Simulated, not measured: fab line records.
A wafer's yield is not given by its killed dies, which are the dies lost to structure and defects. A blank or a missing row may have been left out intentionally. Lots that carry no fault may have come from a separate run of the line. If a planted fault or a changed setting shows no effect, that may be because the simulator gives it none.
Problem report in the 8D (eight disciplines) form, filled by code    flow sky130    the parts of the form that need people (team, actions taken, sign-off) are left out

1. WHAT IS WRONG
VT_ADJUST_LVTN_TW at SKY_VT_ADJUST_LVTN_TW_MEAS_10 reads a mean of 30.1 on 3 wafers of 1 lot; wafers without a fault read 240.1 with a standard deviation of 2.4. Measured from the usual mean, that is -87 standard deviations.
The first sign was on wafer L720.1 at day 9 14:58, on filmMetro-04. Wafers with a number at this step in the record: 39, from 13 lots. Rule for "out", or "out of limits": more than 4 standard deviations from the usual mean. The other wafers with a number count as sound.

2. WHAT THIS IS AND IS NOT
question                     is                      is not
which readings at this step  VT_ADJUST_LVTN_TW       -
which lots                   L720                    L711, L712, L713, L716, L718, L719, L727, L728, L729, L730, L731, L733
which wafers of those lots   all that have a number  -
read on which gauges         filmMetro-04            filmMetro-01, filmMetro-02
when                         from day 9 14:58        up to then (18 sound wafers); but 18 sound wafers of L727, L728, L729, L730, L731, L733 came after

3. SUSPECTS, AND WHAT RULES EACH OUT
Counting: a tool at a process step up to the reading stays a suspect if it ran every lot that is out and no sound lot after the first of them.
- the gauge at SKY_VT_ADJUST_LVTN_TW_MEAS_10 is ruled out. All the wafers that are out were read on filmMetro-04, but those of them that SKY_VT_ADJUST_HVTP_STRIP_10 has rows for are out there too, on other tools.
- rieSi-02 at SKY_FIELD_ISO_ETCH_17 (etches Si in HBr/Cl2/O2, target depth 342 nm, time 97.7 s): ruled out as a lasting fault. Following L720 (day 4 08:53), the first lot on it that is out, the sound lots L729, L731, L733 were run on it.
- plasmaAsher-01 at SKY_VT_ADJUST_HVTP_STRIP_10 (strips in O2/N2): ruled out as a lasting fault. Following L720 (day 8 17:02), the first lot on it that is out, the sound lots L728 were run on it.
- plasmaAsher-01 at SKY_VT_ADJUST_LVTN_STRIP_09 (strips in O2/N2): ruled out as a lasting fault. Following L720 (day 9 14:52), the first lot on it that is out, the sound lots L727, L728, L731 were run on it.
Left after counting: nothing in the record.

4. THE CAUSE (what the simulator had put in)
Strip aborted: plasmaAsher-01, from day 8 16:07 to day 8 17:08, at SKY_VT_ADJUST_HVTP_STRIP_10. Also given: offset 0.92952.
It was ruled out by counting, in error; the rule expects a fault to strike all lots run on its tool from its start on, and this fault did not.

5. THE CHAIN OF EFFECTS, in route order
Rows list readings where the struck wafers' mean (over those with a number) sits beyond 3 standard deviations from the usual. Scope: only readings with a usual standard deviation given in the record; hours: median across lots of the time from each lot's start at the first step in this table that gives one to its start at this step; sigmas: change in usual standard deviations.
hours  step                           reading               usual       on struck wafers  change  sigmas
0      SKY_VT_ADJUST_HVTP_STRIP_10    oesProductAu          0.716 a.u.  0.901             +0.185  +43
22     SKY_VT_ADJUST_LVTN_STRIP_09    stripTimeToEndpointS  36.86 s     48.87             +12.01  +99 or more
22     SKY_VT_ADJUST_LVTN_TW_MEAS_10  VT_ADJUST_LVTN_TW     240.1       30.1              -210.0  -87
Process steps it contains:
- SKY_VT_ADJUST_HVTP_STRIP_10: strips in O2/N2.
- SKY_VT_ADJUST_LVTN_STRIP_09: strips in O2/N2.
Readings that are blank on the struck wafers while sound wafers have them: stripTimeToEndpointS at SKY_VT_ADJUST_HVTP_STRIP_10.
Later measuring or inspecting steps at which every struck wafer that the step has a row for has a number for every such reading, and none has moved that far: SKY_GATE_OXIDE_THK_MEAS_02.

6. HOW IT WOULD HAVE BEEN CAUGHT EARLIER
23 hours passed between the start of the fault at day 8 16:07 and the first reading out of limits at a measuring or inspecting step in this record, taken at day 9 14:58.
Tool's own readings at SKY_VT_ADJUST_HVTP_STRIP_10, oesProductAu: out on all struck wafers the step has rows for; an alarm limit on them would have tripped on the first.
